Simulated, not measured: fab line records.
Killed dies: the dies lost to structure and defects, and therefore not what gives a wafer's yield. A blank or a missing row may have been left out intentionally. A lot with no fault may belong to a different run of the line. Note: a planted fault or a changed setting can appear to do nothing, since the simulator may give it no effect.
fab line records    flow sky130
record lots=6  wafers=18  last-day=50
route steps=708 shown POLY_GATE@218 PAD_OPEN@708
lots with no fault: from the same line, run without faults
start-h: hours from the record's first day to the start of the lot's first wafer shown    wait-h: hours from the lot's prior step to this one    " repeats the value in the row above    L1.1+2: several wafers, shown together as one row    - no value, or no start given    * or withheld: withheld    < > ~ a bound
route shown NAME@n: a module of which the file shows steps, and the number in the route of the first    usual: the fault-free wafers' mean and standard deviation    same: alike in all rows    chamber/n: place in a boat    sites: per-site readings    _std_site: the values' standard deviation    _edge_site: mean of outer sites minus mean of inner sites    radius-mm: how far each site lies from the wafer's centre    mask NAME#n: copy n    behind: tool/chamber where the wafer was last shaped    hold: why the lot went on hold/how many hours it stayed there/how the hold came to an end    device: names the non-switching transistor (n, p or np)    end of line: the same wafers' tests at the end of the route    where a step has no rows: the recipe by itself    killed: at the first sort, the dies lost to defects and structure; wafer yield is something else    map: a wafer's dies, marking killed ones x, the rest . and places with no die _
set.NAME: the setting as run; set.NAME@STEP: as run at that earlier step    model.NAME: the simulator's own value behind a step, which no gauge read
lots seen at some steps along the route; tables by step, rows by wafer
services: a tool's chamber out of use, with start hour (start-h, from the record's first day; less than 0 if before it), hours out, and reason
## steps
# step SKY_POLY_GATE_THK_MEAS_04
# recipe reads=Si3N4_of_POLY_GATE_CVD_03
# usual POLY_GATE_CVD_03_THK=75.1/0.63
lot.wafer  tool           chamber  start-h  wait-h  POLY_GATE_CVD_03_THK[nm]
L588.2     film-metro-01  -        374.93   0.0     76.0
L588.5     "              -        "        "       75.3
L588.6     "              -        "        "       75.4
L592.1     film-metro-03  -        426.66   0.0     74.4
L592.2     "              -        "        "       74.6
L592.4     "              -        "        "       74.5
L593.2     film-metro-01  -        438.85   0.0     75.8
L593.3     "              -        "        "       76.0
L593.5     "              -        "        "       75.6
L596.1     film-metro-03  -        450.94   0.0     75.0
L596.3     "              -        "        "       74.5
L596.5     "              -        "        "       74.9
L597.1     film-metro-01  -        467.42   0.0     74.6
L597.5     "              -        "        "       73.9
L597.6     "              -        "        "       74.2
L605.3     film-metro-01  -        533.28   0.0     75.2
L605.5     "              -        "        "       75.1
L605.6     "              -        "        "       76.2
# step SKY_POLY_GATE_DEHYDRATE_05
# recipe temp-c=200  time-s=60
# step SKY_POLY_GATE_HMDS_06
# recipe prime-time-s=60  prime-temp-c=120
# step SKY_POLY_GATE_COAT_07
# recipe resist=BARC  temp-c=withheld  time-s=withheld  spin-rpm=3000  resist-thk-nm=110
# step SKY_POLY_GATE_COAT_08
# recipe resist=KrF-thick  spin-rpm=3000  resist-thk-nm=450
# step SKY_POLY_GATE_SOFTBAKE_09
# recipe temp-c=100  time-s=90  resist=KrF-thick
# step SKY_POLY_GATE_EXPOSE_10
# recipe mask-id=P1M  na=0.68  source-shape=conventional  sigma-outer=0.6  target-cd-nm=150  dose-mj=28
# step SKY_POLY_GATE_PEB_11
# recipe peb-temp-c=withheld  peb-time-s=withheld  resist=KrF-thick
# step SKY_POLY_GATE_DEVELOP_12
# recipe develop-time-s=60  resist=KrF-thick  dev-temp-c=21
# step SKY_POLY_GATE_CD_MEAS_13
# recipe target-cd-nm=150
# usual cd-nm=149.7/1.2
lot.wafer  tool       chamber  start-h  wait-h  cd-nm
L588.2     cd-sem-02  -        403.41   -       147.5
L588.5     "          -        "        "       147.5
L588.6     "          -        "        "       148.6
L592.1     cd-sem-01  -        457.96   -       150.4
L592.2     "          -        "        "       149.6
L592.4     "          -        "        "       148.0
L593.2     cd-sem-01  -        470.38   -       149.7
L593.3     "          -        "        "       150.2
L593.5     "          -        "        "       150.4
L596.1     cd-sem-02  -        481.58   -       149.6
L596.3     "          -        "        "       149.3
L596.5     "          -        "        "       148.8
L597.1     cd-sem-01  -        497.96   -       148.8
L597.5     "          -        "        "       149.1
L597.6     "          -        "        "       151.1
L605.3     cd-sem-02  -        563.68   -       151.0
L605.5     "          -        "        "       151.0
L605.6     "          -        "        "       150.6
# step SKY_POLY_GATE_OVL_MEAS_14
# usual POLY_GATE_OVL=1/5.9
lot.wafer  tool        chamber  start-h  wait-h  POLY_GATE_OVL[nm]
L588.2     overlay-02  -        403.51   0.1     4
L588.5     "           -        "        "       0
L588.6     "           -        "        "       -2
L592.1     overlay-02  -        458.08   0.1     -6
L592.2     "           -        "        "       -5
L592.4     "           -        "        "       -10
L593.2     overlay-01  -        470.48   0.1     3
L593.3     "           -        "        "       -3
L593.5     "           -        "        "       -10
L596.1     overlay-01  -        481.70   0.1     9
L596.3     "           -        "        "       4
L596.5     "           -        "        "       5
L597.1     overlay-02  -        498.08   0.1     9
L597.5     "           -        "        "       0
L597.6     "           -        "        "       5
L605.3     overlay-02  -        563.77   0.1     10
L605.5     "           -        "        "       3
L605.6     "           -        "        "       3
# step SKY_POLY_GATE_ETCH_15
# recipe chemistry=N2/H2  target=BARC  ion-energy-ev=200  source-w=500  bias-w=100  pressure-mtorr=30  n2-flow-sccm=100  h2-flow-sccm=200  stop-on=SiO2  time-s=118.5  target-depth-a=1100
# usual drypump-motor-current-A=5.8/0.34  oes-product-au=0.717/0.0051  throttle-valve-pct=13.211/0.0086
lot.wafer  tool         chamber  start-h  wait-h  drypump-motor-current-A  oes-product-au  rf-hours-counter-h  throttle-valve-pct
L588.2     rie-diel-02  0        403.54   0.0     6.0                      0.716           95                  13.199
L588.5     "            1        "        "       5.9                      0.712           -                   13.220
L588.6     "            0        "        "       6.0                      0.720           -                   13.196
L592.1     rie-diel-02  2        458.12   0.0     5.4                      0.720           9                   13.198
L592.2     "            0        "        "       6.0                      0.713           96                  13.207
L592.4     "            3        "        "       6.2                      0.715           11                  13.226
L593.2     rie-diel-01  3        470.51   0.0     5.9                      0.714           0                   13.223
L593.3     "            1        "        "       5.5                      0.713           85                  13.216
L593.5     "            1        "        "       5.4                      0.717           -                   13.207
L596.1     rie-diel-02  3        481.74   0.0     6.1                      0.709           12                  13.210
L596.3     "            2        "        "       5.4                      0.712           10                  13.230
L596.5     "            2        "        "       5.4                      0.715           -                   13.207
L597.1     rie-diel-02  3        498.11   0.0     6.1                      0.706           12                  13.204
L597.5     "            1        "        "       5.9                      0.722           -                   13.213
L597.6     "            2        "        "       5.4                      0.710           -                   13.220
L605.3     rie-diel-03  1        563.79   0.0     5.2                      0.731           5                   13.214
L605.5     "            3        "        "       5.7                      0.711           -                   13.214
L605.6     "            2        "        "       6.3                      0.719           -                   13.209
# step SKY_POLY_GATE_ETCH_16
# recipe stop-on=poly-Si  chemistry=CH3F/O2  target=Si3N4  source-w=400  bias-w=80  pressure-mtorr=25  ch3f-flow-sccm=40  O2_flow_sccm=30  time-s=147.5  target-depth-a=750
# usual drypump-motor-current-A=5.8/0.35  oes-product-au=0.640/0.0047  throttle-valve-pct=10.536/0.0093
lot.wafer  tool         chamber  start-h  wait-h  drypump-motor-current-A  oes-product-au  rf-hours-counter-h  throttle-valve-pct  model.KrF-thick_of_POLY_GATE_COAT_08.thk-nm
L588.2     rie-diel-02  0        403.63   0.0     6.0                      0.639           95                  10.536              237.3
L588.5     "            1        "        "       5.9                      0.638           -                   10.533              238.3
L588.6     "            0        "        "       6.0                      0.644           -                   10.553              235.5
L592.1     rie-diel-02  2        458.20   0.0     5.4                      0.640           9                   10.532              232.4
L592.2     "            0        "        "       6.0                      0.631           96                  10.533              234.7
L592.4     "            3        "        "       6.1                      0.647           11                  10.551              238.1
L593.2     rie-diel-01  3        470.60   0.0     5.9                      0.648           0                   10.538              233.2
L593.3     "            1        "        "       5.4                      0.653           85                  10.526              238.7
L593.5     "            1        "        "       5.4                      0.643           -                   10.529              237.8
L596.1     rie-diel-02  3        481.82   0.0     6.1                      0.641           12                  10.538              259.1
L596.3     "            2        "        "       5.4                      0.631           10                  10.527              233.2
L596.5     "            2        "        "       5.4                      0.641           -                   10.529              233.6
L597.1     rie-diel-02  3        498.20   0.0     6.1                      0.638           12                  10.526              259
L597.5     "            1        "        "       5.9                      0.640           -                   10.518              237.4
L597.6     "            2        "        "       5.4                      0.629           -                   10.535              234.1
L605.3     rie-diel-03  1        563.88   0.0     5.2                      0.634           5                   10.521              234.4
L605.5     "            3        "        "       5.7                      0.642           -                   10.522              233.1
L605.6     "            2        "        "       6.2                      0.643           -                   10.533              236.3
# step SKY_POLY_GATE_ETCH_17
# recipe target-depth-nm=180  stop-on=SiO2  over-etch-frac=0.56667  chemistry=HBr/Cl2  target=poly-Si  icp-w=400  bias-w=100  pressure-mtorr=10  HBr_flow_sccm=150  Cl2_flow_sccm=50  time-s=70.5
# usual drypump-motor-current-A=5.8/0.48  oes-product-au=0.986/0.0071  throttle-valve-pct=33.684/0.0084
lot.wafer  tool       chamber  start-h  wait-h  drypump-motor-current-A  oes-product-au  rf-hours-counter-h  throttle-valve-pct  model.KrF-thick_of_POLY_GATE_COAT_08.thk-nm
L588.2     rie-si-01  0        403.73   0.0     5.5                      0.985           1                   33.687              143
L588.5     "          1        "        "       6.0                      0.987           -                   33.677              142.7
L588.6     "          0        "        "       5.5                      0.973           -                   33.682              141.9
L592.1     rie-si-01  3        458.30   0.0     6.3                      0.974           29                  33.694              138.6
L592.2     "          1        "        "       6.0                      0.986           1                   33.684              139.2
L592.4     "          2        "        "       5.7                      0.977           10                  33.681              142.9
L593.2     rie-si-01  2        470.70   0.0     5.7                      0.988           11                  33.679              138.1
L593.3     "          0        "        "       5.5                      0.992           2                   33.676              144.4
L593.5     "          0        "        "       5.5                      0.985           -                   33.680              143.8
L596.1     rie-si-01  1        481.92   0.0     6.1                      1.001           1                   33.677              162
L596.3     "          2        "        "       5.7                      0.994           11                  33.662              137.4
L596.5     "          0        "        "       5.5                      0.987           -                   33.678              139.4
L597.1     rie-si-02  3        498.30   0.0     4.7                      0.983           3                   33.698              165.7
L597.5     "          2        "        "       6.4                      0.989           -                   33.687              142.7
L597.6     "          1        "        "       5.8                      0.981           -                   33.680              139.4
L605.3     rie-si-01  3        563.97   0.0     6.2                      0.987           30                  33.685              140.4
L605.5     "          1        "        "       6.1                      0.996           -                   33.674              138.6
L605.6     "          2        "        "       5.7                      0.997           -                   33.696              142.3
# step SKY_POLY_GATE_STRIP_18
# recipe chemistry=O2/N2  power-w=1400  pressure-mtorr=1500  platen-temp-c=withheld  o2-flow-sccm=3000  n2-flow-sccm=300  overash-fraction=0.5
# usual drypump-motor-current-A=5.88/0.25  oes-product-au=0.361/0.0045  strip-time-to-endpoint-s=3.170/0.03
lot.wafer  tool             chamber  start-h  wait-h  drypump-motor-current-A  oes-product-au  rf-hours-counter-h  strip-time-to-endpoint-s
L588.2     plasma-asher-01  0        403.78   0.0     5.93                     0.361           70                  3.195
L588.5     "                1        "        "       6.21                     0.359           -                   3.191
L588.6     "                0        "        "       5.91                     0.363           -                   3.181
L592.1     plasma-asher-02  1        458.35   0.0     5.78                     0.363           31                  3.156
L592.2     "                0        "        "       5.83                     0.354           31                  3.173
L592.4     "                1        "        "       5.77                     0.364           -                   3.198
L593.2     plasma-asher-01  0        470.75   0.0     5.90                     0.358           5                   3.154
L593.3     "                0        "        "       5.92                     0.365           -                   3.231
L593.5     "                0        "        "       5.91                     0.363           -                   3.211
L596.1     plasma-asher-02  0        481.98   0.0     5.84                     0.366           34                  3.408
L596.3     "                0        "        "       5.83                     0.359           -                   3.138
L596.5     "                0        "        "       5.84                     0.351           -                   3.166
L597.1     plasma-asher-03  0        498.35   0.0     6.06                     0.370           86                  3.445
L597.5     "                0        "        "       6.04                     0.359           -                   3.203
L597.6     "                1        "        "       5.32                     0.354           -                   3.164
L605.3     plasma-asher-01  0        564.06   0.1     5.91                     0.362           -                   3.159
L605.5     "                1        "        "       6.21                     0.360           -                   3.145
L605.6     "                0        "        "       5.89                     0.359           -                   3.202
# step SKY_POLY_GATE_CLEAN_19
# recipe chemistry=SC1/SC2  mix=1:4:20  temp-c=70  time-s=150  dry=n2-spin
# step SKY_PAD_OPEN_PROBE_99
# usual killed_at_M0_to_M3=43/7.3  killed_at_M4_up=3.1/1.7  killed-at-contacts=25/5.3  killed-at-front-end=15/4.3  killed-at-other=0.2/0.54  killed-dies=87/10  killed-open=48/7.6  killed-short=38/6.1
# same gross-dies=492  killed-at-back-side=0
lot.wafer  tool       chamber  start-h  wait-h  killed_at_M0_to_M3  killed_at_M4_up  killed-at-contacts  killed-at-front-end  killed-at-other  killed-dies  killed-open  killed-short
L592.1     prober-01  -        1135.55  0.1     36                  2                32                  15                   0                85           40           45
L592.2     prober-01  -        1135.60  0.1     51                  3                25                  15                   0                94           57           37
L592.4     prober-01  -        1135.70  0.2     44                  2                29                  14                   0                89           45           43
L593.2     prober-01  -        1145.58  0.1     37                  6                20                  14                   0                77           40           37
L593.3     prober-01  -        1145.63  0.2     41                  4                30                  13                   0                88           49           39
L593.5     prober-01  -        1145.73  0.2     43                  3                27                  22                   0                95           57           38
L596.1     prober-01  -        1151.84  0.1     40                  1                20                  16                   1                78           44           33
L596.3     prober-01  -        1151.94  0.2     39                  4                25                  17                   0                85           49           36
L596.5     prober-01  -        1152.04  0.2     49                  7                27                  20                   0                103          54           49
L597.1     prober-02  -        1159.73  0.1     60                  2                26                  26                   0                114          60           53
L597.5     prober-02  -        1159.93  0.2     54                  5                24                  11                   0                94           52           42
L597.6     prober-02  -        1159.98  0.2     52                  1                20                  18                   0                91           49           42
# killed by level:class
L592.1 VIA1:geometric-particle:open=12 CONTACT:geometric-particle:short=8 CONTACT:geometric-particle:open=8 METAL2:geometric-particle:short=7 LOCAL_INTERCONNECT:geometric-particle:short=6 LI_CONTACT:geometric-particle:short=5 LI_CONTACT:geometric-particle:open=5 FIELD_ISO:geometric-particle:open=4
L592.2 VIA3:geometric-particle:open=13 VIA1:geometric-particle:open=10 CONTACT:geometric-particle:open=7 METAL2:geometric-particle:short=7 VIA2:geometric-particle:open=7 POLY_GATE:geometric-particle:open=5 LI_CONTACT:geometric-particle:open=5 VIA1:geometric-particle:short=5
L592.4 VIA1:geometric-particle:open=15 LI_CONTACT:geometric-particle:open=12 CONTACT:geometric-particle:short=6 METAL2:geometric-particle:short=5 CONTACT:geometric-particle:open=5 METAL3:geometric-particle:short=5 LOCAL_INTERCONNECT:geometric-particle:short=4 VIA1:geometric-particle:short=4
L593.2 VIA1:geometric-particle:short=9 VIA1:geometric-particle:open=8 CONTACT:geometric-particle:open=7 FIELD_ISO:geometric-particle:short=5 METAL1:geometric-particle:short=5 LI_CONTACT:geometric-particle:open=5 VIA3:geometric-particle:open=5 METAL4:geometric-particle:short=4
L593.3 CONTACT:geometric-particle:open=13 VIA1:geometric-particle:open=12 LI_CONTACT:geometric-particle:open=6 VIA2:geometric-particle:open=5 VIA3:geometric-particle:open=5 LOCAL_INTERCONNECT:geometric-particle:short=4 METAL1:geometric-particle:short=4 VIA1:geometric-particle:short=4
L593.5 CONTACT:geometric-particle:open=14 VIA1:geometric-particle:open=10 VIA3:geometric-particle:open=10 VIA2:geometric-particle:open=6 FIELD_ISO:geometric-particle:open=5 POLY_GATE:geometric-particle:short=5 FIELD_ISO:geometric-particle:short=4 LOCAL_INTERCONNECT:geometric-particle:short=4
L596.1 CONTACT:geometric-particle:open=8 VIA1:geometric-particle:open=8 CONTACT:geometric-particle:short=6 VIA2:geometric-particle:open=6 FIELD_ISO:geometric-particle:open=5 VIA1:geometric-particle:short=5 METAL2:geometric-particle:short=5 VIA3:geometric-particle:open=5
L596.3 VIA2:geometric-particle:open=9 CONTACT:geometric-particle:open=9 LI_CONTACT:geometric-particle:open=8 VIA1:geometric-particle:open=7 POLY_GATE:geometric-particle:open=6 CONTACT:geometric-particle:short=6 VIA2:geometric-particle:short=5 POLY_GATE:geometric-particle:short=4
L596.5 LI_CONTACT:geometric-particle:open=10 VIA1:geometric-particle:open=10 VIA2:geometric-particle:open=10 VIA3:geometric-particle:open=7 CONTACT:geometric-particle:open=6 CONTACT:geometric-particle:short=6 METAL1:geometric-particle:short=6 METAL4:geometric-particle:short=6
L597.1 VIA1:geometric-particle:short=12 VIA1:geometric-particle:open=11 SPACER:geometric-particle:open=8 CONTACT:geometric-particle:open=8 VIA2:geometric-particle:open=8 FIELD_ISO:geometric-particle:open=7 METAL1:geometric-particle:short=7 VIA3:geometric-particle:open=6
L597.5 VIA1:geometric-particle:open=14 VIA2:geometric-particle:open=10 LOCAL_INTERCONNECT:geometric-particle:short=8 CONTACT:geometric-particle:open=8 VIA1:geometric-particle:short=6 METAL2:geometric-particle:short=6 LI_CONTACT:geometric-particle:open=5 METAL1:geometric-particle:short=4
L597.6 VIA3:geometric-particle:open=9 VIA1:geometric-particle:open=9 CONTACT:geometric-particle:open=8 CONTACT:geometric-particle:short=6 VIA3:geometric-particle:short=6 VIA1:geometric-particle:short=6 FIELD_ISO:geometric-particle:open=5 VIA2:geometric-particle:open=5
## services
tool             chamber  start-h  hours  kind
rie-diel-02      3        380.74   3.9    repair
rie-diel-01      2        381.79   5.1    repair
rie-si-02        2        382.23   4.8    repair
rie-diel-03      -        404.20   1.1    repair
rie-diel-03      2        407.00   14.4   repair
plasma-asher-01  -        421.25   9.0    pm
plasma-asher-01  0        421.25   9.0    vent-cycle
plasma-asher-01  1        421.25   9.0    vent-cycle
plasma-asher-02  -        427.56   5.8    repair
rie-diel-02      3        438.89   5.9    repair
rie-diel-02      -        439.11   0.1    repair
rie-si-02        3        446.66   6.6    repair
rie-diel-03      2        454.59   2.4    repair
rie-diel-01      1        458.00   1.3    repair
rie-diel-02      0        471.89   2.7    repair
rie-diel-02      0        477.33   -      clean
rie-diel-02      0        477.33   22.2   scheduled-down
rie-diel-02      0        477.33   22.2   vent-cycle
rie-si-01        -        488.06   4.3    pm
rie-diel-03      -        502.10   0.3    repair
rie-si-02        0        510.77   4.4    repair
plasma-asher-01  -        518.98   3.6    repair
plasma-asher-02  -        527.09   2.8    pm
rie-si-01        -        538.83   14.6   pm
## key
first-sign step=SKY_POLY_GATE_STRIP_18  reading=strip-time-to-endpoint-s  direction=up  sigmas=8.6  usual=*  struck=*
effect none on later readings
model-effect step=SKY_POLY_GATE_ETCH_16  value=KrF-thick_of_POLY_GATE_COAT_08.thk-nm  without=235.5  struck=259
model-effect step=SKY_POLY_GATE_ETCH_17  value=KrF-thick_of_POLY_GATE_COAT_08.thk-nm  without=140.3  struck=163.8
met-at SKY_POLY_GATE_ETCH_16
struck-wafers L596.1,L597.1
tester-left-out L596,L597
onset-between 458.20 481.82
fault kind=process-parameter-drift  tool=rie-diel-02  chamber=-  onset-h=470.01  steps=SKY_POLY_GATE_ETCH_16  channel=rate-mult  offset=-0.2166  shape=step  end-h=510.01  scope=struck-wafers-only
# tester-left-out: of these lots the tester's yield and bins aren't shown, on N5 and GAA mostly nor the transistor test; their killed dies are dies lost to structure and defects alone, not to doping, threshold or leakage, so they don't give the yield
